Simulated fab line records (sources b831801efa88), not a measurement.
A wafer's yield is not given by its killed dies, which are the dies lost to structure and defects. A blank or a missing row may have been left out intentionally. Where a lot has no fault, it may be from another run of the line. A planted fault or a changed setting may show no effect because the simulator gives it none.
A single fault, viewed from 2 desks -- flow sky130 -- every desk sees just its own numbers, and what lay behind them comes last

== THE METROLOGY DESK ==
Lot by lot, what the gauges showed, no matter which tool ran the lot: averages of those sampled wafers that carry a number. Any lot whose mean is over 4 standard deviations away from the usual mean is out of limits and marked OUT; that distance is given in the brackets.
Columns: A = cd nm at SKY_METAL4_CD_MEAS_13, usual 300.3 nm
lot,first seen here,A
L232,day 41 04:35,300.0
L234,day 42 03:43,298.9
L235,day 42 07:17,300.5
L236,day 42 23:28,299.5
L237,day 43 00:28,302.2
L242,day 44 20:17,301.8
L243,day 45 01:20,301.1
L245,day 46 00:14,299.1
L247,day 46 11:49,300.0
L249,day 46 14:43,298.9
L250,day 46 17:20,298.7
L251,day 46 20:21,300.2
Result from this desk: across the 12 lots, nothing is out of limits.

== THE TOOL OWNER'S DESK: wet bench-04 ==
The tool's own readings at SKY_METAL3_STRIP_20 (strips in post etch residue remover, time 1200 s): means of the sampled wafers that have a number, for each lot that ran on this tool. Any lot whose mean is over 4 standard deviations away from the usual mean is out of limits and marked OUT; that distance is given in the brackets.
Columns: A = bath heat duty pct at SKY_METAL3_STRIP_20, usual 15.2 %
lot,first seen here,A
L234,day 39 00:16,17.9
L235,day 39 02:16,15.9
L242,day 41 21:04,14.9
L243,day 41 23:34,13.4
L245,day 43 03:37,13.2
Result from this desk: across the 5 lots, nothing is out of limits.

== ALL TOGETHER ==
Nothing out of limits was seen by the metrology desk.
Nothing out of limits was seen by the tool owner's desk.

== WHAT THE SIMULATOR HAD PUT IN ==
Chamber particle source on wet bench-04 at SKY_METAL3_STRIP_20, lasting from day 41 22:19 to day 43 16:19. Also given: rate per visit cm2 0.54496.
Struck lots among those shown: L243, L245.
